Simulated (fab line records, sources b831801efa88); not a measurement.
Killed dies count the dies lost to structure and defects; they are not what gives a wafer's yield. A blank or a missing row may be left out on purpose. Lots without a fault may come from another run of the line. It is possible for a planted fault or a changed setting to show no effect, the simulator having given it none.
Which tool was responsible? + flow sky130 + Sampling: 15 lots, 45 wafers, 4 of 708 route steps

== WHAT THE GAUGES READ, wafer by wafer ==
SKY_VT_ADJUST_NCORE_TW_MEAS_11. Usual: for VT_ADJUST_NCORE_TW the level is 220.1 and the standard deviation is 1.6.
| lot  | measured     | on            | VT_ADJUST_NCORE_TW | flag |
|------|--------------|---------------|--------------------|------|
| L961 | day 9 07:02  | film-metro-04 | 217.6 218.8 218.5  |      |
| L963 | day 10 04:05 | film-metro-03 | 220.7 221.0 221.0  |      |
| L964 | day 10 06:44 | film-metro-02 | 221.3 220.2 220.5  |      |
| L965 | day 10 14:44 | film-metro-03 | 221.9 221.4 221.4  |      |
| L968 | day 10 21:26 | film-metro-04 | 218.0 218.6 218.0  |      |
| L966 | day 10 23:18 | film-metro-03 | 221.9 222.3 221.7  |      |
| L969 | day 11 05:44 | film-metro-03 | 221.6 222.0 221.1  |      |
| L970 | day 11 15:16 | film-metro-04 | 218.6 217.6 218.3  |      |
| L977 | day 13 14:14 | film-metro-02 | 221.6 221.8 221.6  |      |
| L978 | day 13 20:20 | film-metro-02 | 222.1 221.3 221.5  |      |
| L979 | day 14 06:06 | film-metro-04 | 217.5 217.2 217.5  |      |
| L980 | day 14 20:23 | film-metro-03 | 220.9 221.5 220.4  |      |
| L981 | day 15 07:32 | film-metro-03 | 221.0 222.8 221.9  |      |
| L982 | day 15 10:05 | film-metro-02 | 221.0 221.6 221.0  |      |
| L983 | day 15 11:53 | film-metro-02 | 221.7 221.4 220.0  |      |

SKY_SONOS_ONO_CD_MEAS_13: target cd 410 nm. Usual: cd-nm 409.0 nm, standard deviation 2.5.
| lot  | measured     | on        | cd-nm (nm)        | flag |
|------|--------------|-----------|-------------------|------|
| L961 | day 13 10:04 | cd-sem-01 | 413.7 413.3 414.2 |      |
| L963 | day 14 10:23 | cd-sem-02 | 405.2 403.6 404.7 |      |
| L964 | day 14 22:09 | cd-sem-02 | 411.1 410.6 413.1 |      |
| L965 | day 14 23:31 | cd-sem-02 | 409.1 411.0 407.4 |      |
| L968 | day 15 04:42 | cd-sem-02 | 407.5 407.6 407.7 |      |
| L966 | day 15 10:01 | cd-sem-01 | 409.2 412.6 411.1 |      |
| L969 | day 15 17:07 | cd-sem-02 | 409.8 410.4 412.2 |      |
| L970 | day 16 04:56 | cd-sem-02 | 408.5 408.9 408.8 |      |
| L977 | day 18 09:52 | cd-sem-02 | 412.9 411.7 410.1 |      |
| L978 | day 18 19:54 | cd-sem-02 | 408.8 409.3 409.9 |      |
| L979 | day 19 04:52 | cd-sem-02 | 407.4 408.1 409.2 |      |
| L980 | day 19 23:08 | cd-sem-02 | 406.6 407.9 408.0 |      |
| L981 | day 20 08:15 | cd-sem-02 | 406.8 406.3 405.5 |      |
| L982 | day 20 13:17 | cd-sem-02 | 409.8 409.6 410.1 |      |
| L983 | day 20 15:44 | cd-sem-02 | 409.0 408.1 408.0 |      |

SKY_GATE_OXIDE_TW_MEAS_14. Usual: for GATE_OXIDE_TW the level is 225.1 and the standard deviation is 1.5.
| lot  | measured     | on            | GATE_OXIDE_TW     | flag |
|------|--------------|---------------|-------------------|------|
| L961 | day 14 14:43 | film-metro-02 | 226.2 226.4 225.9 |      |
| L963 | day 15 16:40 | film-metro-01 | 223.1 222.9 224.0 |      |
| L964 | day 16 03:19 | film-metro-03 | 226.1 226.9 226.0 |      |
| L965 | day 16 07:22 | film-metro-02 | 226.2 226.2 225.7 |      |
| L968 | day 16 15:10 | film-metro-02 | 226.5 227.1 225.4 |      |
| L966 | day 16 19:03 | film-metro-03 | 226.2 226.6 226.0 |      |
| L969 | day 17 01:56 | film-metro-01 | 224.0 223.7 223.6 |      |
| L970 | day 17 13:02 | film-metro-02 | 226.7 226.8 226.8 |      |
| L977 | day 19 18:23 | film-metro-02 | 225.5 226.7 226.1 |      |
| L978 | day 20 05:04 | film-metro-01 | 224.1 223.7 222.9 |      |
| L979 | day 20 14:16 | film-metro-01 | 224.7 225.4 223.1 |      |
| L980 | day 21 07:41 | film-metro-02 | 223.7 225.6 224.6 |      |
| L981 | day 21 17:34 | film-metro-03 | 227.3 226.7 226.8 |      |
| L982 | day 21 22:13 | film-metro-01 | 223.2 223.2 224.5 |      |
| L983 | day 22 00:46 | film-metro-01 | 223.8 224.5 223.2 |      |

== EACH LOT AND THE TOOL THAT RAN IT (in order: tool; ch and the chambers of the sampled wafers; start) ==
| lot  | SKY_VT_ADJUST_HVTP_DEVELOP_06     |
|------|-----------------------------------|
| L961 | litho-track-02 ch 0, day 6 19:13  |
| L963 | litho-track-04 ch 0, day 7 12:28  |
| L964 | litho-track-03 ch 0, day 7 13:39  |
| L965 | litho-track-02 ch 0, day 7 20:35  |
| L968 | litho-track-02 ch 0, day 8 03:41  |
| L966 | litho-track-04, day 8 04:37       |
| L969 | litho-track-02, day 8 11:10       |
| L970 | litho-track-02, day 8 19:46       |
| L977 | litho-track-03 ch 0, day 10 12:29 |
| L978 | litho-track-03 ch 0, day 10 19:18 |
| L979 | litho-track-02 ch 0, day 11 02:59 |
| L980 | litho-track-02 ch 0, day 11 15:02 |
| L981 | litho-track-02 ch 0, day 12 01:26 |
| L982 | litho-track-03 ch 0, day 12 03:32 |
| L983 | litho-track-02 ch 0, day 12 04:44 |
- SKY_VT_ADJUST_HVTP_DEVELOP_06: develop time 60 s.

== AS READ BY THE TOOLS THEMSELVES (means over the sampled wafers that have a number; for cases with no such wafer, the mark the record gives instead) ==
SKY_VT_ADJUST_HVTP_DEVELOP_06. Usual: chill-plate-temp-C 22.98 C, standard deviation 0.11.
| lot  | tool           | chill-plate-temp-C (C) | flag |
|------|----------------|------------------------|------|
| L961 | litho-track-02 | 22.97                  |      |
| L963 | litho-track-04 | 23.13                  |      |
| L964 | litho-track-03 | 22.99                  |      |
| L965 | litho-track-02 | 23.05                  |      |
| L968 | litho-track-02 | 22.99                  |      |
| L966 | litho-track-04 | -                      | OFF  |
| L969 | litho-track-02 | -                      | OFF  |
| L970 | litho-track-02 | -                      | OFF  |
| L977 | litho-track-03 | 23.02                  |      |
| L978 | litho-track-03 | 22.91                  |      |
| L979 | litho-track-02 | 22.96                  |      |
| L980 | litho-track-02 | 22.88                  |      |
| L981 | litho-track-02 | 22.84                  |      |
| L982 | litho-track-03 | 22.94                  |      |
| L983 | litho-track-02 | 22.89                  |      |

== THE ANSWER, worked out from the rows above alone ==
Rule: a lot is off if the mean of its wafers that have a number lies more than 3 standard deviations from the usual mean. A lot without any number at a reading at which 4 lots or more have one is off too. Any other lot the step has rows for is counted as sound. After the gauges, taken in route order, come the tools' own readings; for these a lot's mean is taken, as printed above. The first step at which some lot is off is used, and at that step the reading that is off furthest; a lot without a number counts as furthest.
Off, at SKY_VT_ADJUST_HVTP_DEVELOP_06 on chill-plate-temp-C: L966, L969, L970. Without a number there: L966, L969, L970.
A tool fits if, at that step or a process step before it, it ran every lot that is off, and no sound lot after the first of them. Of those tried, none fits.

== WHAT THE SIMULATOR PUT IN ==
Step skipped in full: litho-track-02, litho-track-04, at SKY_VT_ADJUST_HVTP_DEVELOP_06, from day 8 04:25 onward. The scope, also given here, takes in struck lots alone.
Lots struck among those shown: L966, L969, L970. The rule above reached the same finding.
